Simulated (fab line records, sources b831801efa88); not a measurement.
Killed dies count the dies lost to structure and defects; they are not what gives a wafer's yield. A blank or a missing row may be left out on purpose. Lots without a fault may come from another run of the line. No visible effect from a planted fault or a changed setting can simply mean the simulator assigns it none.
The tool behind it: which one?	flow gf180mcu	45 wafers from 15 lots sampled at 4 of the route's 602 steps

WHAT EACH GAUGE READ, for each wafer
GF_CONTACT_THK_MEAS_03. Usual: CONTACT_CVD_02_THK 857 nm, standard deviation 11.
lot	measured	on	CONTACT_CVD_02_THK (nm)	flag
L243	day 15 09:00	film metro-01	861 861 866	
L244	day 15 11:30	film metro-01	852 837 863	
L245	day 15 21:34	film metro-03	845 862 867	
L247	day 16 20:14	film metro-03	864 872 863	
L249	day 17 18:41	film metro-04	850 860 867	
L250	day 17 19:20	film metro-01	850 848 843	
L252	day 18 14:43	film metro-03	858 840 865	
L253	day 19 06:33	film metro-04	857 838 876	
L254	day 19 08:27	film metro-01	866 877 867	
L258	day 21 11:34	film metro-03	843 852 853	
L259	day 22 02:34	film metro-01	866 865 879	
L260	day 22 05:34	film metro-03	875 864 871	
L262	day 22 13:21	film metro-01	870 882 872	
L264	day 23 02:40	film metro-03	857 875 866	
L265	day 23 12:28	film metro-01	838 838 846	

GF_CONTACT_OVL_MEAS_15. Usual: CONTACT_OVL -1 nm, standard deviation 5.6.
lot	measured	on	CONTACT_OVL (nm)	flag
L243	day 16 07:23	overlay-01	-2 -12 -4	
L244	day 16 09:58	overlay-02	4 2 -1	
L245	day 16 20:11	overlay-01	-1 2 -5	
L247	day 17 19:55	overlay-02	6 6 -1	
L249	day 18 17:56	overlay-01	-4 -6 -6	
L250	day 18 18:53	overlay-02	3 14 -4	
L252	day 19 14:53	overlay-01	0 -8 -7	
L253	day 20 07:50	overlay-01	0 -6 5	
L254	day 20 09:33	overlay-01	-5 -4 0	
L258	day 22 11:49	overlay-02	8 5 0	
L259	day 23 01:41	overlay-02	10 10 6	
L260	day 23 05:23	overlay-01	-6 -5 -4	
L262	day 23 12:58	overlay-01	-6 1 -6	
L264	day 24 01:06	overlay-02	5 -3 1	
L265	day 24 11:14	overlay-01	0 -1 2	

TOOL THAT RAN EACH LOT (tool first, then ch and the chambers of the sampled wafers, then the start)
lot	GF_SALICIDE_SPUTTER_03	GF_SALICIDE_RTA_08
L243	pvd sputter-03, day 15 08:18	rtp anneal-01 ch 0, day 15 08:44
L244	pvd sputter-04, day 15 10:49	rtp anneal-01 ch 0, day 15 11:14
L245	pvd sputter-03, day 15 20:53	rtp anneal-01 ch 0, day 15 21:17
L247	pvd sputter-03, day 16 19:32	rtp anneal-02 ch 0, day 16 19:59
L249	pvd sputter-02, day 17 17:54	rtp anneal-01 ch 0, day 17 18:25
L250	pvd sputter-04, day 17 18:40	rtp anneal-01 ch 0, day 17 19:04
L252	pvd sputter-03, day 18 14:01	rtp anneal-01 ch 0, day 18 14:26
L253	pvd sputter-02, day 19 05:47	rtp anneal-01 ch 0, day 19 06:17
L254	pvd sputter-03, day 19 07:45	rtp anneal-02 ch 0, day 19 08:11
L258	pvd sputter-02, day 21 10:53	rtp anneal-01 ch 0, day 21 11:18
L259	pvd sputter-04, day 22 01:52	rtp anneal-01 ch 0, day 22 02:17
L260	pvd sputter-02, day 22 04:53	rtp anneal-01 ch 0, day 22 05:18
L262	pvd sputter-04, day 22 12:38	rtp anneal-02 ch 0, day 22 13:03
L264	pvd sputter-04, day 23 01:59	rtp anneal-02 ch 0, day 23 02:25
L265	pvd sputter-02, day 23 11:47	rtp anneal-02 ch 0, day 23 12:11
- GF_SALICIDE_SPUTTER_03: material TiN, target thk 20 nm, time 16.7 s.
- GF_SALICIDE_RTA_08: time 30 s.

WHAT THE TOOLS THEMSELVES READ (means of the sampled wafers that have a number; where no wafer has one, the mark that the record gives instead)
GF_SALICIDE_SPUTTER_03. Usual: cathode dc power W 6499.9 W, standard deviation 1.2; throttle valve pct 29.6 %, standard deviation 0.92.
lot	tool	cathode dc power W (W)	throttle valve pct (%)	flag
L243	pvd sputter-03	6499.9	30.0	
L244	pvd sputter-04	6500.7	28.3	
L245	pvd sputter-03	6499.2	30.4	
L247	pvd sputter-03	6500.4	30.1	
L249	pvd sputter-02	6499.9	29.0	
L250	pvd sputter-04	6500.0	29.3	
L252	pvd sputter-03	6499.9	30.3	
L253	pvd sputter-02	6500.7	29.5	
L254	pvd sputter-03	6501.0	30.2	
L258	pvd sputter-02	6499.8	29.3	
L259	pvd sputter-04	6499.1	29.1	
L260	pvd sputter-02	6500.4	28.8	
L262	pvd sputter-04	6499.8	30.1	
L264	pvd sputter-04	6499.6	28.3	
L265	pvd sputter-02	6498.7	29.4	

GF_SALICIDE_RTA_08. Usual: lamp power pct 16.1 %, standard deviation 1.3; wafer_temp_C_max 803.2, standard deviation 0.6.
lot	tool	lamp power pct (%)	wafer_temp_C_max	flag
L243	rtp anneal-01	17.2	803.1	
L244	rtp anneal-01	17.2	803.8	
L245	rtp anneal-01	17.2	802.9	
L247	rtp anneal-02	14.6	803.6	
L249	rtp anneal-01	17.2	803.2	
L250	rtp anneal-01	17.2	802.9	
L252	rtp anneal-01	17.2	803.0	
L253	rtp anneal-01	17.2	803.6	
L254	rtp anneal-02	14.5	803.3	
L258	rtp anneal-01	22.8	895.1	OFF
L259	rtp anneal-01	22.8	894.4	OFF
L260	rtp anneal-01	22.8	894.4	OFF
L262	rtp anneal-02	14.5	802.5	
L264	rtp anneal-02	14.5	803.0	
L265	rtp anneal-02	14.5	803.2	

THE ANSWER, worked out from the rows above alone
Rule: lot off if the mean of its wafers having a number is beyond 3 standard deviations from the usual mean. A lot without any number at a reading at which 4 lots or more have one is off too. All remaining lots with rows at the step are treated as sound. Order of review: gauges by route order, followed by the tools' own readings, for which a lot's mean as printed above is used. The first step at which some lot is off is used, and at that step the reading that is off furthest; a lot without a number counts as furthest.
Off at GF_SALICIDE_RTA_08 (wafer_temp_C_max): L258, L259, L260.
If a tool, at that step or one of the process steps before it, ran each lot that is off and ran no sound lot following the first of them, it fits. One candidate fits, namely rtp anneal-01 at GF_SALICIDE_RTA_08. Its last sound lot is L253 (day 19 06:17), its first lot that is off L258 (day 21 11:18): a fault that began between those two fits.
The tool's own readings at GF_SALICIDE_RTA_08 bear it out: on the lots that are off they differ by more than 5 times the standard deviation of the sound lots' means. lamp power pct reads 22.8 % there against 16.1 % on the sound lots; wafer_temp_C_max reads 894.6 there against 803.2 on the sound lots.

WHAT THE SIMULATOR PUT IN
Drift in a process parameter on rtp anneal-01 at GF_SALICIDE_RTA_08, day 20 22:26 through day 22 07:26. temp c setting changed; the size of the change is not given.
Shown lots that were struck: L258, L259, L260. The rule above found the same.
